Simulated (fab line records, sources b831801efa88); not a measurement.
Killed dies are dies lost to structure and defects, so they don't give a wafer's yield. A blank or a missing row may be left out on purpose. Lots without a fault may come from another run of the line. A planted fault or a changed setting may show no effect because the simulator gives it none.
Which tool did it? | flow sfq_line | 15 lots, 45 wafers sampled, at 1 step of a route of 325

WHAT THE GAUGES READ, wafer by wafer
SFQ_INCOMING_BOW_MEAS_900. Usual: INCOMING_BOW -1 um, standard deviation 6.2.
lot  | measured    | on            | INCOMING_BOW (um) | flag
L667 | day 1 10:00 | film_metro-04 | 4 2 4             |
L668 | day 1 15:00 | film_metro-04 | -3 4 0            |
L669 | day 1 20:00 | film_metro-01 | -6 -9 6           |
L670 | day 2 01:00 | film_metro-02 | -6 -3 4           |
L672 | day 2 11:00 | film_metro-04 | 4 4 -6            |
L673 | day 2 16:00 | film_metro-04 | 8 -1 -17          |
L675 | day 3 02:01 | film_metro-04 | -6 0 -12          |
L677 | day 3 12:00 | film_metro-02 | -6 1 -3           |
L678 | day 3 17:01 | film_metro-04 | -8 -7 -1          |
L680 | day 4 03:00 | film_metro-04 | 12 6 -5           |
L681 | day 4 08:00 | film_metro-02 | 1 -1 3            |
L682 | day 4 13:01 | film_metro-04 | -10 -15 -3        |
L685 | day 5 04:01 | film_metro-01 | 2 6 -11           |
L689 | day 6 00:00 | film_metro-02 | -2 -3 -2          |
L690 | day 6 05:01 | film_metro-04 | -6 -4 -2          |

WHICH TOOL RAN EACH LOT (tool, then ch and the chambers of the sampled wafers, then the start)
The record holds no process step before these readings.

WHAT THE TOOLS THEMSELVES READ (means of the sampled wafers that have a number; where no wafer has one, the mark that the record gives instead)
The record holds no such reading with a usual standard deviation.

THE ANSWER, worked out from the rows above alone
Rule: a lot is off if the mean of its wafers that have a number lies more than 3 standard deviations from the usual mean. A lot without any number at a reading at which 4 lots or more have one is off too. The other lots that the step has rows for count as sound. The gauges are gone through in route order, then the tools' own readings, and for those a lot's mean is taken as printed above. The first step at which some lot is off is used, and at that step the reading that is off furthest; a lot without a number counts as furthest.
No lot is off at any reading shown: from this, nothing can be told.

WHAT THE SIMULATOR HAD PUT IN
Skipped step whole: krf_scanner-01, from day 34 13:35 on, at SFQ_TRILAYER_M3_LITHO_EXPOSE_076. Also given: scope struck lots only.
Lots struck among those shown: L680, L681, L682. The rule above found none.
